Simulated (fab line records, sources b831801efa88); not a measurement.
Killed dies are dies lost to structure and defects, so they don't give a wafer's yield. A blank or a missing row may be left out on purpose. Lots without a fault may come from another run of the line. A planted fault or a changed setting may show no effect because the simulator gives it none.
Chamber matching | flow sky130 | SKY_VIA1_HDPCVD_00 on hdpcvd-01: 3 sister chambers
The step deposits SiO2, target thk 1030 nm, time 171.7 s. 14 wafers are shown with their chamber, then 7 later ones without.

WAFERS WITH THEIR CHAMBER
wafer  | chamber | susceptor_temp_C (C)
L103.1 | 1       | 400.20
L103.4 | 1       | 399.98
L103.5 | 1       | 400.21
L105.1 | 1       | 399.98
L105.4 | 1       | 399.97
L105.6 | 2       | 400.16
L106.1 | 1       | 399.80
L106.5 | 1       | 399.83
L106.6 | 2       | 400.63
L107.4 | 1       | 399.86
L107.5 | 0       | 399.89
L107.6 | 2       | 399.59
L108.2 | 2       | 399.95
L108.3 | 0       | 399.52

SIGNATURES (means of the wafers above)
reading          | chamber 0 | chamber 1 | chamber 2 | scatter within a chamber
susceptor_temp_C | 399.7050  | 399.9787  | 400.0825  | 0.271
Rule: a wafer's distance from a chamber is the root of the sum, over the readings, of the square of ((its reading less the chamber's mean) divided by the reading's scatter). The wafer belongs to the nearest chamber; if the next one is less than 2 further off, it can't be placed. The scatter: the root of (the sum of the squares of (reading less its chamber's mean) over the shown wafers, divided by (wafers less chambers)).

WAFERS WITHOUT THEIR CHAMBER
wafer  | susceptor_temp_C (C)
L108.4 | 400.17
L118.2 | 399.87
L118.5 | 399.67
L118.6 | 400.12
L122.1 | 400.15
L122.3 | 400.02
L122.6 | 399.28

WHICH CHAMBER EACH WENT THROUGH
wafer  | from the rows above          | in truth
L108.4 | can't be placed: 2 or 1 or 0 | 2
L118.2 | can't be placed: 1 or 0 or 2 | 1
L118.5 | can't be placed: 0 or 1 or 2 | 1
L118.6 | can't be placed: 2 or 1 or 0 | 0
L122.1 | can't be placed: 2 or 1 or 0 | 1
L122.3 | can't be placed: 1 or 2 or 0 | 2
L122.6 | can't be placed: 0 or 1 or 2 | 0
Placed correctly: 0 of 7. Can't be placed from these rows: 7 (the true chamber is among the candidates in 7). Placed wrongly: 0.
